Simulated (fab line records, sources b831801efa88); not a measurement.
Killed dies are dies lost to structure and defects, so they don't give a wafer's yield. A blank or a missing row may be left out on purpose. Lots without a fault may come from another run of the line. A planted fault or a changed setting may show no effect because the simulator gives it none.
Chamber matching | flow gf180mcu | GF_SAB_CVD_00 on pecvd-02: 3 sister chambers
The step deposits SiO2 from TEOS, target thk 50 nm, time 4.9302 s. 14 wafers are shown with their chamber, then 7 later ones without.

WAFERS WITH THEIR CHAMBER
wafer  | chamber | heater_power_w (W)
L075.1 | 2       | 647
L075.2 | 0       | 669
L075.6 | 0       | 695
L078.1 | 1       | 578
L078.2 | 2       | 667
L078.4 | 0       | 609
L082.2 | 1       | 614
L082.4 | 1       | 612
L082.5 | 2       | 642
L086.3 | 2       | 667
L086.5 | 2       | 681
L086.6 | 0       | 674
L087.1 | 0       | 595
L087.4 | 1       | 633

SIGNATURES (means of the wafers above)
reading        | chamber 0 | chamber 1 | chamber 2 | scatter within a chamber
heater_power_w | 648.40    | 609.25    | 660.80    | 30.5
Rule: a wafer's distance from a chamber is the root of the sum, over the readings, of the square of ((its reading less the chamber's mean) divided by the reading's scatter). The wafer belongs to the nearest chamber; if the next one is less than 2 further off, it can't be placed. The scatter: the root of (the sum of the squares of (reading less its chamber's mean) over the shown wafers, divided by (wafers less chambers)).

WAFERS WITHOUT THEIR CHAMBER
wafer  | heater_power_w (W)
L087.6 | 603
L091.2 | 616
L091.3 | 629
L091.6 | 616
L096.2 | 606
L096.4 | 570
L096.5 | 622

WHICH CHAMBER EACH WENT THROUGH
wafer  | from the rows above          | in truth
L087.6 | can't be placed: 1 or 0 or 2 | 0
L091.2 | can't be placed: 1 or 0 or 2 | 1
L091.3 | can't be placed: 0 or 1 or 2 | 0
L091.6 | can't be placed: 1 or 0 or 2 | 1
L096.2 | can't be placed: 1 or 0 or 2 | 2
L096.4 | can't be placed: 1 or 0 or 2 | 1
L096.5 | can't be placed: 1 or 0 or 2 | 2
Placed correctly: 0 of 7. Can't be placed from these rows: 7 (the true chamber is among the candidates in 7). Placed wrongly: 0.
